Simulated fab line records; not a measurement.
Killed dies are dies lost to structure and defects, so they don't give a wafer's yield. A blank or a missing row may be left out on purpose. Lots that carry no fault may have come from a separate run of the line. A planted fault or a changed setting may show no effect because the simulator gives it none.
A lot that was struck, set against a sound lot ; flow gf180mcu ; 17 out of 602 route steps
Sound: these wafers, L993.1, L993.3, L993.4. Wafers struck: L989.2, L989.3, L989.5. The cause comes at the end.
Per side, at each step with rows, come the tool, then ch with its chambers, and then its first start. Under that, the readings that differ: sound wafers ; struck wafers ; difference of the means ; sigmas: that difference in standard deviations of wafers without a fault.
alike: words and numbers the same on both sides, and readings whose means are apart by under 2 such deviations; not compared: readings that were withheld, readings missing a value for some wafer, numbers with overlapping values and no deviation given by the record, and bounds like >300 which may hide the same value.
A row with sigmas, a row that says differs or no value, or rows on one side alone: a step with any of these is where the two part. Numbers that have no deviation but don't overlap get no sigmas and don't part them. A reading missing from all wafers of one side parts the sides only when that side holds two or more wafers.

first, 2 steps without rows for these wafers: GF_HV_LDD_PEB_44; GF_HV_LDD_DEVELOP_45 (develop time 60 s).
GF_HV_LDD_CD_MEAS_46: the cd target is 400 nm.
  sound: cd_sem-02 at day 18 21:44; struck: cd_sem-02 at day 17 15:15
  alike: cd_nm
GF_HV_LDD_OVL_MEAS_47:
  sound: overlay-02 at day 18 21:51; struck: overlay-02 at day 17 15:22
  alike: HV_LDD_03_OVL
after that, 1 step had no rows for these wafers: GF_HV_LDD_IMPLANT_48.
GF_HV_LDD_STRIP_49: strips in O2/N2.
  sound on plasma_asher-03 ch 0,1, day 18 22:02; struck on plasma_asher-03 ch 0,1, day 17 15:32
  alike: drypump_motor_current_A, heater_power_w, oes_product_au, strip_time_to_endpoint_s
  not compared: rf_hours_counter_h
GF_HV_LDD_TW_MEAS_50:
  sound: film_metro-03 at day 18 22:08; struck: film_metro-01 at day 17 15:39
  alike: HV_LDD_4_TW
then, 1 step without rows for these wafers: GF_HV_LDD_CLEAN_51 (cleans in SC1/SC2, time 150 s).
GF_HV_LDD_RTA_52: time 10 s.
  sound on rtp_anneal-02 ch 0, day 18 22:15; struck on rtp_anneal-01 ch 0, day 17 15:46
reading;sound;struck;difference;sigmas
lamp_power_pct (%);36.5 36.5 36.4;33.5 33.6 33.6;-2.9;-2
  alike: wafer_temp_C_max
GF_HV_LDD_RS_MEAS_53: a four-point-probe measurement.
  sound: film_metro-02 at day 18 22:19; struck: film_metro-01 at day 17 15:50
  alike: HV_LDD_RS
then, 1 step without rows for these wafers: GF_HV_LDD_CVD_54 (deposits SiO2 from TEOS, target thk 10 nm, time 75 s).
GF_HV_LDD_THK_MEAS_55:
  sound: film_metro-02 at day 18 23:58; struck: film_metro-03 at day 17 16:58
  alike: HV_LDD_CVD_54_THK
GF_HV_LDD_CVD_56: deposits Si3N4 from DCS/NH3, target thk 90 nm, time 1543 s.
  sound on lpcvd-01 ch 0, day 19 00:01; struck on lpcvd-02 ch 0, day 17 17:08
reading;sound;struck;difference;sigmas
model.Si3N4_of_HV_LDD_CVD_56.thk_nm (nm);91 90.35 91.17;94.8 95.17 95.42;+4.3;
  alike: zone_power_upper_pct
GF_HV_LDD_THK_MEAS_57:
  sound: film_metro-01 at day 19 02:10; struck: film_metro-03 at day 17 19:17
reading;sound;struck;difference;sigmas
HV_LDD_CVD_56_THK (nm);91.0 90.4 91.2;94.8 95.2 95.4;+4.3;+5
GF_HV_LDD_ETCHBACK_58: etches Si3N4 in CH3F/O2, stops on SiO2, time 100 s, target depth 90 nm.
  sound on rie_diel-04 ch 0,1,3, day 19 02:14; struck on rie_diel-02 ch 0,1, day 17 19:20
reading;sound;struck;difference;sigmas
oes_product_au (a.u.);0.847 0.848 0.846;0.866 0.878 0.868;+0.024;+4
model.etch.depth_nm (nm);91 90.35 91.17;94.8 95.17 95.42;+4.3;
  alike: drypump_motor_current_A, rf_fwd_power_W, throttle_valve_pct
  not compared: rf_hours_counter_h
then, 1 step without rows for these wafers: GF_NSD_DEHYDRATE_00 (time 60 s).
-- the record jumps here: 16 days lie between the struck wafers' starts before and after (it left off in module NSD and takes up again in module PASSIVATION, whose first step shown is number 602 of the route) --
GF_PASSIVATION_PROBE_99:
  record: rows for the struck wafers here (prober-01, day 33 10:47), none for the sound ones

WHERE THEY PART
Last at GF_PASSIVATION_PROBE_99 as far as this record goes, first at GF_HV_LDD_RTA_52.

WHY: the cause the simulator had injected
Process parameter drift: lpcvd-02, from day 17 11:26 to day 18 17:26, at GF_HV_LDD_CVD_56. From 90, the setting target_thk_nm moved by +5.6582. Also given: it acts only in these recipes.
